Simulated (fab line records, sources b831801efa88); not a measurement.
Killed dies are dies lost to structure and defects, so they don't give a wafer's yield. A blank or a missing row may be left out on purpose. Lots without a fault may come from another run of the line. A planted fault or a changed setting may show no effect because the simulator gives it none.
A struck lot beside a sound one | flow sky130 | 15 steps out of a route of 708
Sound: wafers L585.3, L585.4, L585.5. Struck: wafer L591.1. (L591.5 of the same lot was not struck and is left out.) The cause comes at the end.
At each step with rows: each side's tool, then ch and its chambers, then its first start. Under that, the readings that differ: sound wafers | struck wafers | difference of the means | sigmas: that difference in standard deviations of wafers without a fault.
alike: readings whose means differ by less than 2 such deviations, and words and numbers that are the same on both sides. not compared: withheld readings, readings that some wafer has no value for, bounds like >300 that may hide the same value, and numbers for which the record gives no deviation and whose values overlap.
The two part at a step that has a row with sigmas, a row that says differs or no value, or rows on one side only. Numbers that don't overlap but have no deviation are shown without sigmas and don't part them. A reading that every wafer of one side lacks parts them only if that side has two wafers or more.

SKY_VIA2_OVL_MEAS_13:
  sound on overlay-02, day 36 02:43; struck on overlay-02, day 38 04:03
  alike: VIA2_OVL
SKY_VIA2_ETCH_14: etches BARC in N2/H2, stops on SiO2, time 45.9 s, target depth 60 nm.
  sound on rie_diel-03 ch 2,3, day 36 02:44; struck on rie_diel-03 ch 3, day 38 04:05
  alike: drypump_motor_current_A, oes_product_au, throttle_valve_pct
  not compared: rf_hours_counter_h
SKY_VIA2_ETCH_15: etches SiO2 in C4F8/O2/Ar, stops on TiN, target depth 546 nm, time 84 s.
  sound on rie_diel-03 ch 2,3, day 36 02:47; struck on rie_diel-03 ch 3, day 38 04:08
  alike: oes_product_au
  not compared: rf_hours_counter_h
then, 4 steps without rows for these wafers: SKY_VIA2_STRIP_16 (strips in O2/N2); SKY_VIA2_STRIP_17 (strips in post etch residue remover, time 1200 s); SKY_VIA2_CLEAN_18 (cleans in IPA, time 180 s); SKY_VIA2_CLEAN_19 (cleans in O3/DIW).
SKY_VIA2_SPUTTER_20: material TiN, target thk 20 nm, time 80 s.
  sound on pvd_sputter-02, day 36 04:01; struck on pvd_sputter-01, day 38 04:52
  reading                | sound          | struck | difference | sigmas
  throttle_valve_pct (%) | 28.9 26.9 28.6 | 32.2   | +4.1       | +3
SKY_VIA2_CVD_21: deposits W, target thk 420 nm, time 126.4 s.
  sound on cvd_w-02 ch 0,1, day 36 04:08; struck on cvd_w-01 ch 1, day 38 04:56
  alike: heater_power_w
SKY_VIA2_RS_MEAS_22: measures by four-point-probe.
  sound on film_metro-01, day 36 04:16; struck on film_metro-01, day 38 05:04
  alike: VIA2_W_RS
SKY_VIA2_THK_MEAS_23: measures by xrf.
  sound on film_metro-01, day 36 04:22; struck on film_metro-01, day 38 05:11
  alike: VIA2_W_THK
then, 1 step without rows for these wafers: SKY_VIA2_CMP_24 (polishes, stops on SiO2, t overpolish 20 s, target thk 0 nm).
SKY_METAL3_SPUTTER_00: material Ti, target thk 15 nm, time 10 s.
  sound on pvd_sputter-03, day 36 04:42; struck on pvd_sputter-03, day 38 05:33
  reading                                   | sound             | struck | difference | sigmas
  model.Ti_of_METAL3_SPUTTER_00.thk_nm (nm) | 15.18 14.97 15.09 | 20.05  | +4.97      |
  alike: throttle_valve_pct
SKY_METAL3_SPUTTER_01: material TiN, target thk 20 nm, time 16.7 s.
  sound on pvd_sputter-03, day 36 04:43; struck on pvd_sputter-03, day 38 05:34
  alike: throttle_valve_pct
-- the record jumps here: 9 days lie between the struck wafers' starts before and after (it left off in module METAL3 and takes up again in module PAD_OPEN, whose first step shown is number 708 of the route) --
SKY_PAD_OPEN_PROBE_99:
  sound on prober-02, day 45 20:16; struck on prober-02, day 47 09:37
  alike: defect_limited_yield, killed_at_M0_to_M3, killed_at_M4_up, killed_at_contacts, killed_at_front_end, killed_at_other, killed_dies, killed_open, killed_short, sort_bin_3_pad_short, sort_bin_5_function, sort_bin_6_memory, sort_n_pass, sort_yield_pct

WHERE THEY PART
Only at SKY_VIA2_SPUTTER_20, within this record. Later steps at which nothing parts them and some readings are alike: SKY_VIA2_CVD_21, SKY_VIA2_RS_MEAS_22, SKY_VIA2_THK_MEAS_23, SKY_METAL3_SPUTTER_00, SKY_METAL3_SPUTTER_01, SKY_PAD_OPEN_PROBE_99.

WHY: what the simulator had put in
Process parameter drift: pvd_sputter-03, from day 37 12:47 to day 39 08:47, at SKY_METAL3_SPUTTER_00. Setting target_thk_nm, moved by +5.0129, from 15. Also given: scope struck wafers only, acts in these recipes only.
